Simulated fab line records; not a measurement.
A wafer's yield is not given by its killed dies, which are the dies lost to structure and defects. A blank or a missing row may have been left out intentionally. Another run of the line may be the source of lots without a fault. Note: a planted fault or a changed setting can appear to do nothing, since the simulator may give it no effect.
The tool behind it: which one? | flow sky130 | 10 lots with 30 wafers sampled at 5 steps, on a route of 708 steps

## WHAT THE GAUGES SHOWED, per wafer
SKY_VIA4_THK_MEAS_01.
lot  | measured     | on            | VIA4_HDPCVD_THK (nm)
L614 | day 42 10:41 | film_metro-02 | 1787 1775 1786
L619 | day 43 14:23 | film_metro-02 | 1749 1775 1772
L620 | day 43 20:43 | film_metro-03 | 1758 1747 1808
L622 | day 44 08:29 | film_metro-02 | 1795 1774 1741
L626 | day 45 09:07 | film_metro-04 | 1786 1783 1773
L629 | day 46 03:21 | film_metro-02 | 2653 2618 2626
L630 | day 46 08:33 | film_metro-03 | 2626 2636 2655
L631 | day 46 12:36 | film_metro-02 | 2678 2672 2675
L632 | day 46 23:28 | film_metro-03 | 1732 1765 1737
L636 | day 47 18:36 | film_metro-02 | 1743 1741 1743

## WHICH TOOL RAN EACH LOT (tool, then ch and the chambers of the sampled wafers, then the start)
lot  | SKY_METAL2_ETCH_18                | SKY_METAL2_METAL_ETCH_19          | SKY_VIA2_CMP_02               | SKY_VIA4_HDPCVD_00
L614 | rie_metal-04 ch 0,1, day 35 16:28 | rie_metal-04 ch 0,1, day 35 16:32 | cmp-01 ch 0,3, day 35 17:23   | hdpcvd-01 ch 1,2, day 42 10:30
L619 | rie_metal-03 ch 0,1, day 37 02:25 | rie_metal-03 ch 0,1, day 37 02:29 | cmp-01 ch 1,2,3, day 37 03:21 | hdpcvd-01 ch 1,2, day 43 14:11
L620 | rie_metal-04 ch 1, day 37 08:38   | rie_metal-04 ch 1, day 37 08:46   | cmp-02 ch 1,2,3, day 37 09:46 | hdpcvd-02 ch 0,1,2, day 43 20:32
L622 | rie_metal-04 ch 0,1, day 37 21:28 | rie_metal-04 ch 0,1, day 37 21:32 | cmp-02 ch 0,1,2, day 37 22:24 | hdpcvd-01 ch 0,1,2, day 44 08:18
L626 | rie_metal-03 ch 1, day 38 23:23   | rie_metal-03 ch 1, day 38 23:28   | cmp-02 ch 2,3, day 39 00:41   | hdpcvd-01 ch 0,2, day 45 08:56
L629 | rie_metal-01 ch 0,1, day 39 20:56 | rie_metal-01 ch 0,1, day 39 21:01 | cmp-01 ch 0,1, day 39 21:58   | hdpcvd-01 ch 0,1, day 46 03:10
L630 | rie_metal-01 ch 0,1, day 40 03:22 | rie_metal-01 ch 0,1, day 40 03:26 | cmp-01 ch 1,2,3, day 40 04:22 | hdpcvd-01 ch 0,1, day 46 08:22
L631 | rie_metal-03 ch 0,1, day 40 08:35 | rie_metal-03 ch 0,1, day 40 08:40 | cmp-01 ch 0,3, day 40 09:32   | hdpcvd-01 ch 0,2, day 46 12:25
L632 | rie_metal-04 ch 0,1, day 40 21:27 | rie_metal-04 ch 0,1, day 40 21:31 | cmp-01 ch 0,1,2, day 40 22:28 | hdpcvd-02 ch 0,1,2, day 46 23:17
L636 | rie_metal-04 ch 0,1, day 41 21:55 | rie_metal-04 ch 0,1, day 41 21:59 | cmp-02 ch 0,2,3, day 41 22:53 | hdpcvd-02 ch 0,1, day 47 18:25
- SKY_METAL2_ETCH_18: etches BARC in N2/H2, stops on SiO2, time 45.9 s, target depth 60 nm.
- SKY_METAL2_METAL_ETCH_19: etches the open film in Cl2/BCl3, stops on SiO2, target depth 360 nm, time 78 s.
- SKY_VIA2_CMP_02: polishes SiO2.
- SKY_VIA4_HDPCVD_00: deposits SiO2, target thk 1750 nm, time 291.7 s.

## THE ANSWER, worked out from the rows above alone
Rule: the usual values come from the lots themselves. The widest of any qualifying gaps counts: lots, ordered by their means at a reading, are off when they make up no more than a third of the lots, leave a main group of 4 or more, and stand apart from it by 3 or more times the standard deviation of that group's means. The tables above print the reading to a certain number of digits; a main group whose means all agree to those digits is not used. A lot without any number at a reading at which 4 lots or more have one is off too. The other lots that the step has rows for count as sound.
Off: at SKY_VIA4_THK_MEAS_01 (VIA4_HDPCVD_THK), L629, L630, L631. For the main group the mean is 1765 nm and the standard deviation 15.
If a tool, at a process step before that reading, ran all the lots that are off and no sound lot after the first of them, it fits. The gauges at SKY_VIA4_THK_MEAS_01 are tried like those tools. One fits: SKY_VIA4_HDPCVD_00 on hdpcvd-01. Its last sound lot is L626 (day 45 08:56), its first lot that is off L629 (day 46 03:10): a fault that began between those two fits.

## WHAT WAS PUT IN BY THE SIMULATOR
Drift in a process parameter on hdpcvd-01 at SKY_VIA4_HDPCVD_00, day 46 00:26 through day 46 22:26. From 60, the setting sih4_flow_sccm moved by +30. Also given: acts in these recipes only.
Shown lots that were struck: L629, L630, L631. The rule given above showed the same thing.
